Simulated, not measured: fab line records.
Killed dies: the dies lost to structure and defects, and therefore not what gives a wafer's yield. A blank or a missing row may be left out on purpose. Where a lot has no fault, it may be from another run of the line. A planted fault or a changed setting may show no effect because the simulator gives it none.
A struck lot beside a sound one / flow gf180mcu / 32 steps out of a route of 602
Sound: wafers L423.4, L423.5, L423.6. Wafers struck: L438.2, L438.4, L438.5. At the end, the cause is stated.
Order at every step that has rows: each side's tool, ch and its chambers, its first start. Under that, the readings that differ: sound wafers / struck wafers / difference of the means / sigmas: that difference in standard deviations of wafers without a fault.
alike: same words and numbers on both sides, and readings whose means sit less than 2 such deviations apart. not compared: any withheld reading, any reading some wafer has no value for, any bound like >300 that may hide the same value, and any number with overlapping values for which the record gives no deviation.
Wherever a step has rows on one side only, a row that says differs or no value, or a row with sigmas, the two part there. Numbers that have no deviation but don't overlap get no sigmas and don't part them. A reading missing from all wafers of one side parts the sides only when that side holds two or more wafers.

first, 7 steps without rows for these wafers: GF_HV_LDD_DEHYDRATE_24 (time 60 s); GF_HV_LDD_HMDS_25 (prime time 60 s); GF_HV_LDD_COAT_26 (resist thk 1000 nm); GF_HV_LDD_SOFTBAKE_27 (time 60 s); GF_HV_LDD_EXPOSE_28 (exposes mask Nplus HV AREA, target cd 400 nm); GF_HV_LDD_PEB_29; GF_HV_LDD_DEVELOP_30 (develop time 60 s).
GF_HV_LDD_CD_MEAS_31 targets a cd of 400 nm.
  sound: cd-sem-02 at day 12 09:42; struck: cd-sem-01 at day 17 07:13
reading=cd-nm (nm); sound=395.3 396.9 397.5; struck=402.4 400.7 401.7; difference=+5.0; sigmas=+3
GF_HV_LDD_OVL_MEAS_32:
  sound: overlay-01 at day 12 09:47; struck: overlay-01 at day 17 07:19
  alike: HV_LDD_02_OVL
then, 3 steps without rows for these wafers: GF_HV_LDD_IMPLANT_33; GF_HV_LDD_IMPLANT_34; GF_HV_LDD_IMPLANT_35.
GF_HV_LDD_IMPLANT_36:
  sound on implanter-04 ch 0, day 12 10:19; struck on implanter-02 ch 0, day 17 07:49
reading=dose-ions-cm2; sound=7.501e+12 7.505e+12 7.504e+12; struck=6.409e+12 6.411e+12 6.412e+12; difference=-1.093e+12; sigmas=-99 or more
reading=faraday-current-uA; sound=41.8 42.3 42.6; struck=36.4 37.6 35.9; difference=-5.6; sigmas=-6
GF_HV_LDD_STRIP_37: strips in O2/N2.
  sound on plasma-asher-01 ch 0,1, day 12 10:26; struck on plasma-asher-03 ch 0,1, day 17 07:56
  alike: drypump-motor-current-A, heater-power-w, o2-flow-sccm, oes-product-au, strip-time-to-endpoint-s
  not compared: rf-hours-counter-h
GF_HV_LDD_TW_MEAS_38:
  sound: film-metro-01 at day 12 10:31; struck: film-metro-02 at day 17 08:03
reading=HV_LDD_3_TW; sound=1471 1463 1470; struck=1419 1434 1426; difference=-42; sigmas=-3
then, 7 steps without rows for these wafers: GF_HV_LDD_DEHYDRATE_39 (time 60 s); GF_HV_LDD_HMDS_40 (prime time 60 s); GF_HV_LDD_COAT_41 (resist thk 1000 nm); GF_HV_LDD_SOFTBAKE_42 (time 60 s); GF_HV_LDD_EXPOSE_43 (exposes mask Pplus HV AREA, target cd 400 nm); GF_HV_LDD_PEB_44; GF_HV_LDD_DEVELOP_45 (develop time 60 s).
GF_HV_LDD_CD_MEAS_46 targets a cd of 400 nm.
  sound: cd-sem-02 at day 13 06:20; struck: cd-sem-01 at day 18 06:50
  alike: cd-nm
GF_HV_LDD_OVL_MEAS_47:
  sound: overlay-02 at day 13 06:25; struck: overlay-01 at day 18 06:56
  alike: HV_LDD_03_OVL
after that, 1 step had no rows for these wafers: GF_HV_LDD_IMPLANT_48.
GF_HV_LDD_STRIP_49: strips in O2/N2.
  sound on plasma-asher-01 ch 0,1, day 13 06:37; struck on plasma-asher-02 ch 0,1, day 18 07:07
  alike: drypump-motor-current-A, heater-power-w, o2-flow-sccm, oes-product-au, strip-time-to-endpoint-s
  not compared: rf-hours-counter-h
GF_HV_LDD_TW_MEAS_50:
  sound: film-metro-01 at day 13 06:42; struck: film-metro-02 at day 18 07:14
reading=HV_LDD_4_TW; sound=581 577 580; struck=565 570 568; difference=-12; sigmas=-2
then, 1 step without rows for these wafers: GF_HV_LDD_CLEAN_51 (cleans in SC1/SC2, time 150 s).
GF_HV_LDD_RTA_52: time 10 s.
  sound on rtp-anneal-02 ch 0, day 13 06:49; struck on rtp-anneal-01 ch 0, day 18 07:20
  alike: lamp-power-pct, wafer_temp_C_max
GF_HV_LDD_RS_MEAS_53: a four-point-probe measurement.
  sound: film-metro-02 at day 13 06:55; struck: film-metro-04 at day 18 07:25
reading=HV_LDD_RS (ohm/sq); sound=417.0 417.5 418.0; struck=421.7 422.0 421.6; difference=+4.3; sigmas=+5
then, 1 step without rows for these wafers: GF_HV_LDD_CVD_54 (deposits SiO2 from TEOS, target thk 10 nm, time 75 s).
-- a jump in the record: the struck wafers' starts before and after are 15 days apart (it breaks off in module HV_LDD and resumes in module PASSIVATION, where the first step shown is number 602 of the route) --
GF_PASSIVATION_PROBE_99:
  the record has rows for the struck wafers here (prober-01, day 33 18:52) and none for the sound ones

## WHERE THEY PART
Last at GF_PASSIVATION_PROBE_99 as far as this record goes, first at GF_HV_LDD_CD_MEAS_31.

WHY: the cause the simulator had injected
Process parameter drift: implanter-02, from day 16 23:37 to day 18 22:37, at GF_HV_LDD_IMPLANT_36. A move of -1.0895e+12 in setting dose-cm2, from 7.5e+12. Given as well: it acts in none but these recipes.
